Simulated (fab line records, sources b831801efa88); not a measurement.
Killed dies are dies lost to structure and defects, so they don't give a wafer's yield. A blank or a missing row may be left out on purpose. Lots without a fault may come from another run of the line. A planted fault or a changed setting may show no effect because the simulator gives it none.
A struck lot beside a sound one | flow sfq_line | 43 steps out of a route of 325
Sound: wafers L978.1, L978.3, L978.6. Struck: wafers L982.2, L982.3, L982.5. The cause comes at the end.
At each step with rows: each side's tool, then ch and its chambers, then its first start. Under that, the readings that differ: sound wafers | struck wafers | difference of the means | sigmas: that difference in standard deviations of wafers without a fault.
alike: readings whose means differ by less than 2 such deviations, and words and numbers that are the same on both sides. not compared: withheld readings, readings that some wafer has no value for, bounds like >300 that may hide the same value, and numbers for which the record gives no deviation and whose values overlap.
The two part at a step that has a row with sigmas, a row that says differs or no value, or rows on one side only. Numbers that don't overlap but have no deviation are shown without sigmas and don't part them. A reading that every wafer of one side lacks parts them only if that side has two wafers or more.

first, 3 steps without rows for these wafers: SFQ_TRILAYER_M5_STRIP_SOLV_CLEAN_128 (cleans in NMP, time 600 s); SFQ_TRILAYER_A5B_DEP_PECVD_129 (deposits SiO2 from SiH4/N2O, time 133.33 s, target thk 600 nm); SFQ_TRILAYER_A5B_CMP_CMP_130 (polishes, stops on Nb, target thk 340.7 nm).
SFQ_TRILAYER_A5B_METRO_MEASURE_131:
  sound on film_metro-02, day 57 18:01; struck on film_metro-02, day 58 08:28
  alike: thk_nm
SFQ_TRILAYER_R5_DEP_SPUTTER_132: material Ti, target thk 5 nm, time 5 s.
  sound on pvd_sputter-03, day 57 19:13; struck on pvd_sputter-05, day 58 09:28
  alike: cathode_dc_power_W, throttle_valve_pct
SFQ_TRILAYER_R5_DEP_SPUTTER_133: material MoNx, target thk 40 nm, time 66.7 s.
  sound on pvd_sputter-03, day 57 19:14; struck on pvd_sputter-05, day 58 09:29
  alike: cathode_dc_power_W, throttle_valve_pct
then, 1 step without rows for these wafers: SFQ_TRILAYER_R5_DEP_SPUTTER_134 (material Ti, target thk 5 nm, time 5 s).
SFQ_R5_RS_MEAS_933: measures by four-point-probe.
  sound on film_metro-04, day 57 19:19; struck on film_metro-04, day 58 09:34
  alike: R5_MONX_RS
SFQ_R5_THK_MEAS_934: measures by xrf.
  sound on film_metro-04, day 57 19:26; struck on film_metro-04, day 58 09:41
  alike: R5_MONX_THK
then, 3 steps without rows for these wafers: SFQ_TRILAYER_R5_LITHO_COAT_141 (resist thk 62 nm); SFQ_TRILAYER_R5_LITHO_COAT_136 (resist thk 600 nm); SFQ_TRILAYER_R5_LITHO_SOFTBAKE_140.
-- the record jumps here: 4 days lie between the struck wafers' starts before and after --
SFQ_TRILAYER_R5_LITHO_EXPOSE_137: exposes mask R5, target cd 500 nm.
  sound on krf_scanner-01 ch 0, day 62 03:13; struck on krf_scanner-01 ch 0, day 62 16:37
  reading              | sound                | struck               | difference | sigmas
  exposure_dose_mJ_cm2 | 14.421 14.367 14.395 | 13.523 13.523 13.520 | -0.872     | -67
  alike: mask, stage_vel_mm_s
then, 2 steps without rows for these wafers: SFQ_TRILAYER_R5_LITHO_PEB_139 (peb time 60 s); SFQ_TRILAYER_R5_LITHO_DEVELOP_138 (time 60 s).
SFQ_R5_OVL_MEAS_935:
  sound on overlay-01, day 62 04:43; struck on overlay-01, day 62 17:56
  alike: R5_OVL
SFQ_TRILAYER_R5_BARC_OPEN_METAL_ETCH_177: etches BARC in O2, target depth 125 nm, time 41.7 s.
  sound on rie_metal-04 ch 0,1, day 62 04:46; struck on rie_metal-02 ch 0,1, day 62 17:58
  reading             | sound             | struck          | difference | sigmas
  model.R5.cd_nm (nm) | 494.9 495.8 495.7 | 504 503.5 502.4 | +8         |
  alike: drypump_motor_current_A, he_backside_leak_sccm, oes_product_au
  not compared: rf_hours_counter_h
SFQ_TRILAYER_R5_ETCH_METAL_ETCH_139: etches the open film in Cl2, stops on SiO2, target depth 60 nm, time 40 s.
  sound on rie_metal-04 ch 0,1, day 62 04:49; struck on rie_metal-02 ch 0,1, day 62 18:01
  reading             | sound             | struck            | difference | sigmas
  model.R5.cd_nm (nm) | 495.4 496.2 495.6 | 504.1 503.3 502.7 | +7.6       |
  alike: drypump_motor_current_A, he_backside_leak_sccm, oes_product_au
  not compared: rf_hours_counter_h
SFQ_TRILAYER_R5_STRIP_STRIP_140: strips in O2.
  sound on rie_metal-04 ch 0,1, day 62 04:53; struck on rie_metal-02 ch 0,1, day 62 18:05
  alike: drypump_motor_current_A, he_backside_leak_sccm, oes_product_au, platen_temp_c
  not compared: rf_hours_counter_h
then, 1 step without rows for these wafers: SFQ_TRILAYER_R5_STRIP_SOLV_CLEAN_141 (cleans in NMP, time 600 s).
SFQ_TRILAYER_A5C_DEP_PECVD_142: deposits SiO2 from SiH4/N2O, time 15.556 s, target thk 70 nm.
  sound on pecvd-03 ch 0,2, day 62 05:39; struck on pecvd-03 ch 1,2, day 62 18:51
  alike: heater_power_w, showerhead_vpp_V, throttle_valve_pct
  not compared: since_wet_clean_h
then, 6 steps without rows for these wafers: SFQ_TRILAYER_I5_LITHO_COAT_149 (resist thk 62 nm); SFQ_TRILAYER_I5_LITHO_COAT_144 (resist thk 650 nm); SFQ_TRILAYER_I5_LITHO_SOFTBAKE_148; SFQ_TRILAYER_I5_LITHO_EXPOSE_145 (exposes mask I5, target cd 700 nm); SFQ_TRILAYER_I5_LITHO_PEB_147 (peb time 60 s); SFQ_TRILAYER_I5_LITHO_DEVELOP_146 (time 60 s).
SFQ_I5_OVL_MEAS_936:
  sound on overlay-01, day 62 07:56; struck on overlay-02, day 62 21:08
  alike: I5_OVL
then, 10 steps without rows for these wafers: SFQ_TRILAYER_I5_BARC_OPEN_VIA_ETCH_200 (etches BARC in O2, target depth 125 nm, time 41.7 s); SFQ_TRILAYER_I5_ETCH_VIA_ETCH_147 (etches the open film in CHF3, stops on Nb, target depth 360 nm); SFQ_TRILAYER_I5_STRIP_STRIP_148 (strips in O2); SFQ_TRILAYER_I5_STRIP_SOLV_CLEAN_149 (cleans in NMP, time 600 s); SFQ_TRILAYER_C5_LITHO_COAT_156 (resist thk 62 nm); SFQ_TRILAYER_C5_LITHO_COAT_151 (resist thk 650 nm); SFQ_TRILAYER_C5_LITHO_SOFTBAKE_155; SFQ_TRILAYER_C5_LITHO_EXPOSE_152 (exposes mask C5, target cd 500 nm); SFQ_TRILAYER_C5_LITHO_PEB_154 (peb time 60 s); SFQ_TRILAYER_C5_LITHO_DEVELOP_153 (time 60 s).
-- the record jumps here: 5 days lie between the struck wafers' starts before and after --
SFQ_C5_OVL_MEAS_937:
  sound on overlay-01, day 67 10:35; struck on overlay-02, day 67 20:11
  alike: C5_OVL
then, 3 steps without rows for these wafers: SFQ_TRILAYER_C5_BARC_OPEN_VIA_ETCH_210 (etches BARC in O2, target depth 125 nm, time 41.7 s); SFQ_TRILAYER_C5_ETCH_VIA_ETCH_154 (etches SiO2 in CHF3, stops on Nb, target depth 84 nm); SFQ_TRILAYER_C5_STRIP_STRIP_155 (strips in O2).
-- the record jumps here: 14 days lie between the struck wafers' starts before and after --
SFQ_M8_BOW_MEAS_951:
  sound on film_metro-04, day 81 09:42; struck on film_metro-02, day 81 20:20
  alike: M8_BOW
  not compared: model.etest.r5.ohm_um

WHERE THEY PART
Only at SFQ_TRILAYER_R5_LITHO_EXPOSE_137, within this record. Later steps at which nothing parts them and some readings are alike: SFQ_R5_OVL_MEAS_935, SFQ_TRILAYER_R5_BARC_OPEN_METAL_ETCH_177, SFQ_TRILAYER_R5_ETCH_METAL_ETCH_139, SFQ_TRILAYER_R5_STRIP_STRIP_140, SFQ_TRILAYER_A5C_DEP_PECVD_142, SFQ_I5_OVL_MEAS_936, SFQ_C5_OVL_MEAS_937, SFQ_M8_BOW_MEAS_951.

WHY: what the simulator had put in
Process parameter drift: krf_scanner-01, from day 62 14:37 on, at SFQ_TRILAYER_R5_LITHO_EXPOSE_137. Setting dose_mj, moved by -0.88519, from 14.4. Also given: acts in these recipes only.
